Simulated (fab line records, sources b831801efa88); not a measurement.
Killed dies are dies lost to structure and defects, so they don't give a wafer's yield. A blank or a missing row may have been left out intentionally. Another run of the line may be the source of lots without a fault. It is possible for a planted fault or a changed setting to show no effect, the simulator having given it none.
Chamber matching / flow gf180mcu / 4 sister chambers for GF_SAB_ETCH_11 on rieDiel-02
The step etches SiO2 in C4F8/O2/Ar, target depth 55 nm, time 8.5 s. 8 wafers are shown with their chamber, then 7 later ones without.

== WAFERS PAIRED WITH THEIR CHAMBERS ==
wafer=L119.3; chamber=2; rfFwdPowerW (W)=1470; oesProductAu (a.u.)=1.003
wafer=L120.2; chamber=2; rfFwdPowerW (W)=1476; oesProductAu (a.u.)=1.001
wafer=L120.5; chamber=1; rfFwdPowerW (W)=1480; oesProductAu (a.u.)=1.001
wafer=L124.3; chamber=3; rfFwdPowerW (W)=1465; oesProductAu (a.u.)=0.984
wafer=L124.5; chamber=3; rfFwdPowerW (W)=1466; oesProductAu (a.u.)=1.004
wafer=L124.6; chamber=0; rfFwdPowerW (W)=1477; oesProductAu (a.u.)=0.994
wafer=L130.2; chamber=0; rfFwdPowerW (W)=1478; oesProductAu (a.u.)=0.989
wafer=L130.5; chamber=1; rfFwdPowerW (W)=1475; oesProductAu (a.u.)=0.996

== WAFERS WHOSE CHAMBER IS MISSING ==
wafer=L130.6; rfFwdPowerW (W)=1476; oesProductAu (a.u.)=0.997
wafer=L132.4; rfFwdPowerW (W)=1463; oesProductAu (a.u.)=0.999
wafer=L132.5; rfFwdPowerW (W)=1469; oesProductAu (a.u.)=1.000
wafer=L132.6; rfFwdPowerW (W)=1472; oesProductAu (a.u.)=0.997
wafer=L135.1; rfFwdPowerW (W)=1483; oesProductAu (a.u.)=0.986
wafer=L135.5; rfFwdPowerW (W)=1475; oesProductAu (a.u.)=1.002
wafer=L135.6; rfFwdPowerW (W)=1473; oesProductAu (a.u.)=0.990

== WHICH CHAMBER EACH WENT THROUGH ==
wafer=L130.6; from the rows above=can't be placed: 1 or 0 or 2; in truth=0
wafer=L132.4; from the rows above=3; in truth=3
wafer=L132.5; from the rows above=can't be placed: 2 or 3 or 1 or 0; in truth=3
wafer=L132.6; from the rows above=can't be placed: 2 or 1 or 0 or 3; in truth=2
wafer=L135.1; from the rows above=can't be placed: 0 or 1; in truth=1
wafer=L135.5; from the rows above=can't be placed: 2 or 1 or 0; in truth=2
wafer=L135.6; from the rows above=can't be placed: 2 or 0 or 1 or 3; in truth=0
Placed correctly: 1 of 7. Unplaceable from these rows: 6, with the true chamber sitting among the candidates in 6. Placed wrongly: 0.
How it was worked out, from the rows above alone: a wafer's distance from a chamber is the root of the sum, over the readings, of the square of ((its reading less the chamber's mean) divided by the reading's scatter). If the next closest chamber is less than 2 further off than the closest, the wafer can't be placed; otherwise it belongs to the closest. Each chamber's mean is taken over the wafers shown for it. How the scatter is found: for the shown wafers, subtract from each reading the mean of its chamber, square and add these, divide the total by (wafers less chambers), then take the root.
